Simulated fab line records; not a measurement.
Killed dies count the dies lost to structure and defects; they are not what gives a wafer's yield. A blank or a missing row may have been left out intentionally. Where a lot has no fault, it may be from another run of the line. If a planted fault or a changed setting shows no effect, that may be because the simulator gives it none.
Code-filled problem report in 8D (eight disciplines) form || flow gf180mcu || the parts of the form that need people (team, actions taken, sign-off) are left out

## 1. WHAT WENT WRONG
HV_LDD_CVD_54_THK at GF_HV_LDD_THK_MEAS_55 reads a mean of 20.35 nm on 6 wafers of 2 lots; wafers without a fault read 9.96 nm with a standard deviation of 0.11. That is +94 standard deviations from the usual mean.
Earliest sighting: wafer L797.2 on film_metro-03 at day 15 08:52. At this step, 39 wafers from 13 lots have a number in the record. By rule, "out" or "out of limits" means more than 4 standard deviations away from the usual mean. The other wafers with a number count as sound.

## 2. WHAT IT IS, WHAT IT ISN'T
{"question": "which readings at this step", "is": "HV_LDD_CVD_54_THK", "is not": "-"}
{"question": "which lots", "is": "L797, L798", "is not": "L788, L790, L791, L792, L793, L804, L806, L808, L809, L810, L811"}
{"question": "which wafers of those lots", "is": "all that have a number", "is not": "-"}
{"question": "read on which gauges", "is": "film_metro-03", "is not": "film_metro-02, film_metro-04"}
{"question": "when", "is": "from day 15 08:52", "is not": "up to then (15 sound wafers); but 18 sound wafers of L804, L806, L808, L809, L810, L811 came after"}

## 3. THE SUSPECTS, EACH WITH WHAT RULES IT OUT
Counting: a tool at a process step up to the reading stays a suspect if it ran every lot that is out and no sound lot after the first of them.
- the gauge at GF_HV_LDD_THK_MEAS_55: ruled out. All the wafers that are out were read on film_metro-03, but those of them that GF_HV_LDD_CVD_54 has rows for are out there too, on other tools.
- lpcvd-01 at GF_HV_LDD_CVD_54 (deposits SiO2 from TEOS, target thk 10 nm, time 75 s): ruled out as a lasting fault. After its first lot that is out, L797 (day 15 07:50), sound lots L809, L811 ran on it.
Left after counting: nothing in the record.

## 4. THE CAUSE (what the simulator had put in)
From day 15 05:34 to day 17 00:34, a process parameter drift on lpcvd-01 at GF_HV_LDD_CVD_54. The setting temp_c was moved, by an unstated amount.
The count ruled it out by mistake, since the rule takes a fault to strike every lot its tool runs from the start of the fault on, and this one did not do so.

## 5. THE CHAIN OF EFFECTS, in route order
Each row: a reading where the mean over the struck wafers with a number is more than 3 standard deviations away from the usual. Readings are gone through only where the record gives a usual standard deviation; hours: the median, over the lots, of the time from a lot's start at the first step in this table giving one to that lot's start at this step; sigmas: the change measured in usual standard deviations.
{"hours": 0, "step": "GF_HV_LDD_CVD_54", "reading": "spike_tc_bottom_C", "usual": "698.8 C", "on struck wafers": 738.1, "change": "+39.3", "sigmas": "+30"}
{"hours": 0, "step": "GF_HV_LDD_CVD_54", "reading": "spike_tc_centre_C", "usual": "680.5 C", "on struck wafers": 720.2, "change": "+39.7", "sigmas": "+33"}
{"hours": 0, "step": "GF_HV_LDD_CVD_54", "reading": "spike_tc_lower_C", "usual": "679.2 C", "on struck wafers": 718.9, "change": "+39.7", "sigmas": "+26"}
{"hours": 0, "step": "GF_HV_LDD_CVD_54", "reading": "spike_tc_top_C", "usual": "698.5 C", "on struck wafers": 735.6, "change": "+37.1", "sigmas": "+23"}
{"hours": 0, "step": "GF_HV_LDD_CVD_54", "reading": "spike_tc_upper_C", "usual": "679.8 C", "on struck wafers": 719.4, "change": "+39.6", "sigmas": "+33"}
{"hours": 0, "step": "GF_HV_LDD_CVD_54", "reading": "susceptor_temp_C", "usual": "680.0 C", "on struck wafers": 719.7, "change": "+39.7", "sigmas": "+99 or more"}
{"hours": 1, "step": "GF_HV_LDD_THK_MEAS_55", "reading": "HV_LDD_CVD_54_THK", "usual": "9.96 nm", "on struck wafers": 20.35, "change": "+10.39", "sigmas": "+94"}
Here are the process steps it includes:
- GF_HV_LDD_CVD_54: deposits SiO2 from TEOS, target thk 10 nm, time 75 s.
Later steps that measure or inspect, where all struck wafers having a row at the step show a number for every such reading and not one has moved that far: GF_PSD_TW_MEAS_11.

## 6. WHAT WOULD HAVE CAUGHT IT SOONER
Counted from the fault's start at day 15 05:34, it took 3 hours until the first out-of-limits reading at a measuring or inspecting step in this record, taken at day 15 08:52.
At GF_HV_LDD_CVD_54, the tool's own readings (spike_tc_bottom_C, spike_tc_centre_C, spike_tc_lower_C, spike_tc_top_C, spike_tc_upper_C, susceptor_temp_C) were out on each struck wafer the step has a row for, so an alarm limit on them would have fired on the first such wafer.
